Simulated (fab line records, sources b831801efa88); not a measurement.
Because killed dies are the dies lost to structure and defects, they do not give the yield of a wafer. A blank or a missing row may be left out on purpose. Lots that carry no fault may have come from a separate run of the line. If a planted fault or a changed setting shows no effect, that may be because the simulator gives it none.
Chamber matching	flow sky130	SKY_FIELD_ISO_CMP_27 on cmp-01: 4 sister chambers
The step polishes, stops on Si3N4, t overpolish 16 s, target thk 457.8 nm. 4 wafers are shown with their chamber, then 8 later ones without.

== WAFERS, EACH WITH ITS CHAMBER ==
wafer	chamber	motor current A (A)
L524.1	1	14.3
L526.2	2	12.1
L532.2	3	13.2
L534.1	0	13.7

== WAFERS WHOSE CHAMBER IS MISSING ==
wafer	motor current A (A)
L534.3	12.3
L534.5	12.3
L536.1	12.2
L536.4	13.7
L536.5	12.6
L538.1	12.7
L538.2	15.2
L538.4	12.0

== THE CHAMBER EACH PASSED THROUGH ==
wafer	from the rows above	in truth
L534.3	can't be placed: 2 or 3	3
L534.5	can't be placed: 2 or 3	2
L536.1	2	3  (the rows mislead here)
L536.4	can't be placed: 0 or 3 or 1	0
L536.5	can't be placed: 2 or 3 or 0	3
L538.1	can't be placed: 3 or 2 or 0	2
L538.2	can't be placed: 1 or 0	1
L538.4	2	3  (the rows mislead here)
Placed correctly: 0 of 8. Cannot be placed on the basis of these rows: 6; the candidates contain the true chamber in 6. Wrongly placed: 2.
How it was worked out, from the rows above alone: a wafer's distance from a chamber is the root of the sum, over the readings, of the square of ((its reading less the chamber's mean) divided by the reading's scatter). If the next closest chamber is less than 2 further off than the closest, the wafer can't be placed; otherwise it belongs to the closest. The mean given for a chamber averages the wafers shown for that chamber. The scatter (one wafer shown for each chamber): square how far every hidden wafer sits from the nearest shown wafer, average those squares and take the square root.
